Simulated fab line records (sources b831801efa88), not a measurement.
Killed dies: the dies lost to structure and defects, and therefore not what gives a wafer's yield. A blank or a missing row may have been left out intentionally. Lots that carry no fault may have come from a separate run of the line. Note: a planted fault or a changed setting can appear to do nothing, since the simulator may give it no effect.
Code-filled problem report in 8D (eight disciplines) form    flow sky130    the parts of the form that need people (team, actions taken, sign-off) are left out

1. THE ISSUE
SPACER_CVD_00_THK at SKY_SPACER_THK_MEAS_01 reads a mean of 55.0 nm on 6 wafers of 2 lots; wafers without a fault read 42.7 nm with a standard deviation of 0.48. Relative to the usual mean, that is a shift of +26 standard deviations.
First seen on wafer L181.3, day 25 09:26, on film metro-02. At this step, 42 wafers from 14 lots have a number in the record. Rule for "out", or "out of limits": more than 4 standard deviations from the usual mean. Any other wafer with a number is counted as sound.

2. WHAT IT IS; WHAT IT IS NOT
question                     is                            is not
which readings at this step  SPACER_CVD_00_THK             -
which lots                   L181, L182                    L175, L176, L177, L178, L179, L189, L192, L193, L194, L195, L197, L198
which wafers of those lots   all that have a number        -
read on which gauges         film metro-01, film metro-02  film metro-03
when                         from day 25 09:26             up to then (15 sound wafers); but 21 sound wafers of L189, L192, L193, L194, L195, L197, L198 came after

3. WHAT RULES OUT EACH SUSPECT
Counting: any tool at a process step up to the reading is kept as a suspect provided that every lot that is out went through it and no sound lot did after the first of them.
- ruled out: the gauge at SKY_SPACER_THK_MEAS_01. 2 gauges (film metro-01, film metro-02) read the wafers that are out.
- lpcvd-02 at SKY_SPACER_CVD_00 (deposits Si3N4 from DCS/NH3, target thk 43.1 nm, time 740 s): ruled out as a lasting fault. The sound lots L189, L192, L193, L194, L195, L197, L198 went through it after L181, its earliest lot that is out (day 25 08:12).
Left after counting: nothing in the record.

4. THE CAUSE (what the simulator had put in)
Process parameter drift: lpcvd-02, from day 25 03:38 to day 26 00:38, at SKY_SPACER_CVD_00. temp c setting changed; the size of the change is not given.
The count ruled it out by mistake, since the rule takes a fault to strike every lot its tool runs from the start of the fault on, and this one did not do so.

5. THE CHAIN OF EFFECTS, in route order
Each row: a reading whose mean over the struck wafers that have a number lies more than 3 standard deviations from the usual. Only readings whose record carries a usual standard deviation are examined. hours: median over the lots of the time between each lot's start at the first step of this table that gives one and its start at this step. sigmas: the change, counted in usual standard deviations.
hours  step                    reading            usual       on struck wafers  change  sigmas
0      SKY_SPACER_CVD_00       spike tc bottom C  789.8 C     802.9             +13.1   +12
0      SKY_SPACER_CVD_00       spike tc centre C  770.8 C     783.8             +13.0   +6.8
0      SKY_SPACER_CVD_00       spike tc lower C   768.6 C     781.9             +13.3   +9.5
0      SKY_SPACER_CVD_00       spike tc top C     785.3 C     798.2             +12.9   +11
0      SKY_SPACER_CVD_00       spike tc upper C   769.8 C     782.5             +12.7   +14
0      SKY_SPACER_CVD_00       susceptor temp C   770.0 C     783.2             +13.2   +39
1      SKY_SPACER_THK_MEAS_01  SPACER_CVD_00_THK  42.7 nm     55.0              +12.2   +26
3      SKY_SPACER_ETCHBACK_02  oes product au     0.850 a.u.  0.982             +0.132  +17
The process steps in it:
- SKY_SPACER_CVD_00: deposits Si3N4 from DCS/NH3, target thk 43.1 nm, time 740 s.
- SKY_SPACER_ETCHBACK_02: etches Si3N4 in CH3F/O2, stops on SiO2, time 46.7 s, target depth 45 nm.
At these later measuring or inspecting steps, every struck wafer for which the step has a row has a number for every such reading, and none has moved that far: SKY_SD_P_OVL_MEAS_08.

6. HOW IT WOULD HAVE BEEN CAUGHT EARLIER
6 hours passed between the start of the fault at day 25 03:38 and the first reading out of limits at a measuring or inspecting step in this record, taken at day 25 09:26.
At SKY_SPACER_CVD_00, the tool's own readings (spike tc bottom C, spike tc centre C, spike tc lower C, spike tc top C, spike tc upper C, susceptor temp C) were out on each struck wafer the step has a row for, so an alarm limit on them would have fired on the first such wafer.
